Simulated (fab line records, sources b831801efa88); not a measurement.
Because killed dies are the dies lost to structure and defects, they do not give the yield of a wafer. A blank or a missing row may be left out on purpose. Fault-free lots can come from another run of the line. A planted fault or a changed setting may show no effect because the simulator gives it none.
Which tool was responsible? | flow gf180mcu | 13 lots with 39 wafers sampled at 5 steps, on a route of 602 steps

## WHAT THE GAUGES READ, wafer by wafer
GF_M4_RS_MEAS_05: the measuring method here is four-point-probe.
lot  | measured     | on            | M4_ALCU_RS (ohm/sq)
L516 | day 22 21:41 | film metro-04 | 0.0694 0.0686 0.0678
L519 | day 23 14:43 | film metro-04 | 0.0714 0.0709 0.0709
L520 | day 23 16:17 | film metro-03 | 0.0703 0.0701 0.0693
L521 | day 24 03:49 | film metro-03 | 0.0696 0.0691 0.0700
L522 | day 24 10:28 | film metro-04 | 0.0695 0.0699 0.0697
L524 | day 25 04:42 | film metro-01 | 0.0690 0.0689 0.0696
L525 | day 25 11:30 | film metro-03 | 0.0691 0.0690 0.0688
L526 | day 25 18:25 | film metro-01 | 0.0694 0.0694 0.0692
L530 | day 27 07:19 | film metro-01 | 0.0696 0.0688 0.0686
L531 | day 27 13:20 | film metro-04 | 0.0697 0.0689 0.0690
L532 | day 27 18:34 | film metro-03 | 0.0711 0.0706 0.0703
L533 | day 28 17:48 | film metro-03 | 0.0689 0.0686 0.0682
L536 | day 29 19:23 | film metro-03 | 0.0682 0.0680 0.0687

GF_V4_THK_MEAS_01.
lot  | measured     | on            | V4_CVD_00_THK (nm)
L516 | day 23 21:41 | film metro-03 | 612 605 609
L519 | day 24 13:56 | film metro-03 | 596 601 595
L520 | day 24 14:53 | film metro-03 | 594 596 603
L521 | day 25 02:23 | film metro-02 | 593 612 594
L522 | day 25 08:51 | film metro-03 | 594 600 594
L524 | day 26 02:15 | film metro-01 | 603 601 595
L525 | day 26 09:46 | film metro-03 | 605 604 600
L526 | day 26 16:25 | film metro-03 | 600 602 601
L530 | day 28 03:57 | film metro-03 | 605 594 589
L531 | day 28 10:04 | film metro-03 | 296 603 600
L532 | day 28 14:52 | film metro-02 | 297 609 597
L533 | day 29 12:58 | film metro-02 | 616 603 609
L536 | day 30 13:55 | film metro-02 | 588 600 592

## TOOL THAT RAN EACH LOT (tool first, then ch and the chambers of the sampled wafers, then the start)
lot  | GF_M4_SPUTTER_03             | GF_M4_SPUTTER_04             | GF_V4_CVD_00
L516 | pvd sputter-03, day 22 21:37 | pvd sputter-03, day 22 21:38 | hdpcvd-01 ch 0,2, day 23 21:37
L519 | pvd sputter-01, day 23 14:39 | pvd sputter-01, day 23 14:40 | hdpcvd-02 ch 0,2, day 24 13:51
L520 | pvd sputter-04, day 23 16:14 | pvd sputter-04, day 23 16:15 | hdpcvd-02 ch 0,1,2, day 24 14:48
L521 | pvd sputter-01, day 24 03:44 | pvd sputter-01, day 24 03:45 | hdpcvd-02 ch 0,2, day 25 02:16
L522 | pvd sputter-01, day 24 10:24 | pvd sputter-01, day 24 10:25 | hdpcvd-02 ch 0,2, day 25 08:47
L524 | pvd sputter-01, day 25 04:36 | pvd sputter-01, day 25 04:37 | hdpcvd-01 ch 0,2, day 26 02:09
L525 | pvd sputter-03, day 25 11:25 | pvd sputter-03, day 25 11:26 | hdpcvd-01 ch 0,1,2, day 26 09:41
L526 | pvd sputter-04, day 25 18:20 | pvd sputter-04, day 25 18:22 | hdpcvd-02 ch 1,2, day 26 16:20
L530 | pvd sputter-01, day 27 07:15 | pvd sputter-01, day 27 07:16 | hdpcvd-02 ch 0,1, day 28 03:53
L531 | pvd sputter-03, day 27 13:13 | pvd sputter-03, day 27 13:14 | hdpcvd-02 ch 0,1,2, day 28 10:00
L532 | pvd sputter-04, day 27 18:30 | pvd sputter-04, day 27 18:31 | hdpcvd-02 ch 0,1,2, day 28 14:47
L533 | pvd sputter-01, day 28 17:42 | pvd sputter-01, day 28 17:43 | hdpcvd-01 ch 1,2, day 29 12:53
L536 | pvd sputter-03, day 29 19:18 | pvd sputter-03, day 29 19:19 | hdpcvd-01 ch 0,1, day 30 13:50
- GF_M4_SPUTTER_03: material Ti, target thk 10 nm, time 6.7 s.
- GF_M4_SPUTTER_04: material TiN, target thk 50 nm, time 41.7 s.
- GF_V4_CVD_00: deposits SiO2, target thk 600 nm, time 100 s.

## WHAT THE TOOLS THEMSELVES READ (means of the sampled wafers that have a number; where no wafer has one, the mark that the record gives instead)
GF_M4_SPUTTER_03.
lot  | tool           | throttle valve pct (%)
L516 | pvd sputter-03 | 30.2
L519 | pvd sputter-01 | 30.5
L520 | pvd sputter-04 | 29.3
L521 | pvd sputter-01 | 32.8
L522 | pvd sputter-01 | 32.1
L524 | pvd sputter-01 | 31.2
L525 | pvd sputter-03 | 29.3
L526 | pvd sputter-04 | 29.9
L530 | pvd sputter-01 | 31.4
L531 | pvd sputter-03 | 28.9
L532 | pvd sputter-04 | 28.7
L533 | pvd sputter-01 | 30.4
L536 | pvd sputter-03 | 28.2

GF_M4_SPUTTER_04.
lot  | tool           | throttle valve pct (%)
L516 | pvd sputter-03 | 30.0
L519 | pvd sputter-01 | 30.4
L520 | pvd sputter-04 | 29.2
L521 | pvd sputter-01 | 32.6
L522 | pvd sputter-01 | 31.9
L524 | pvd sputter-01 | 31.2
L525 | pvd sputter-03 | 29.4
L526 | pvd sputter-04 | 29.8
L530 | pvd sputter-01 | 31.5
L531 | pvd sputter-03 | 29.0
L532 | pvd sputter-04 | 28.7
L533 | pvd sputter-01 | 30.3
L536 | pvd sputter-03 | 28.1

GF_V4_CVD_00.
lot  | tool      | sih4 flow sccm (sccm)
L516 | hdpcvd-01 | 59.74
L519 | hdpcvd-02 | 59.90
L520 | hdpcvd-02 | 60.24
L521 | hdpcvd-02 | 60.16
L522 | hdpcvd-02 | 60.03
L524 | hdpcvd-01 | 60.10
L525 | hdpcvd-01 | 59.88
L526 | hdpcvd-02 | 60.33
L530 | hdpcvd-02 | 60.04
L531 | hdpcvd-02 | 50.00
L532 | hdpcvd-02 | 50.11
L533 | hdpcvd-01 | 59.80
L536 | hdpcvd-01 | 60.06

## THE ANSWER, worked out from the rows above alone
Rule: what is usual is taken from the lots themselves. Put in order of their means at a reading, lots are off if they are a third of the lots or fewer, leave a main group of 4 or more, and stand apart from it by a gap of 3 or more times the standard deviation of the main group's means; of several such gaps the widest counts. The tables above print the reading to a certain number of digits; a main group whose means all agree to those digits is not used. A lot without any number at a reading at which 4 lots or more have one is off too. The other lots that the step has rows for count as sound. First the gauges in route order, then the tools' own readings, where a lot's mean is used as printed above. At the first step where some lot is off, the reading lying furthest off is the one used; lots without a number count as furthest.
Off: L531, L532, seen at GF_V4_THK_MEAS_01 (V4_CVD_00_THK). Main group: mean 600 nm, sd 4.9.
If a tool, at a process step before that reading, ran all the lots that are off and no sound lot after the first of them, it fits. The gauges at GF_V4_THK_MEAS_01 aren't tried: what is off there is off at GF_V4_CVD_00 too, on other tools, and a gauge's error can't cause that. One candidate fits, namely hdpcvd-02 at GF_V4_CVD_00. A fault onset in the window from L530 (day 28 03:53, its last sound lot) to L531 (day 28 10:00, its first lot off) fits.
On the lots that are off, the tool's own readings at GF_V4_CVD_00 differ by more than 5 times the standard deviation of the sound lots' means, which bears it out; sih4 flow sccm reads 50.05 sccm there versus 60.03 sccm on the sound lots.

## WHAT THE SIMULATOR PUT IN
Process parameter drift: hdpcvd-02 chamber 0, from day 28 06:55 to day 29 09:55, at GF_V4_CVD_00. The setting sih4 flow sccm was moved by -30, starting from 60. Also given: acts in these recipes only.
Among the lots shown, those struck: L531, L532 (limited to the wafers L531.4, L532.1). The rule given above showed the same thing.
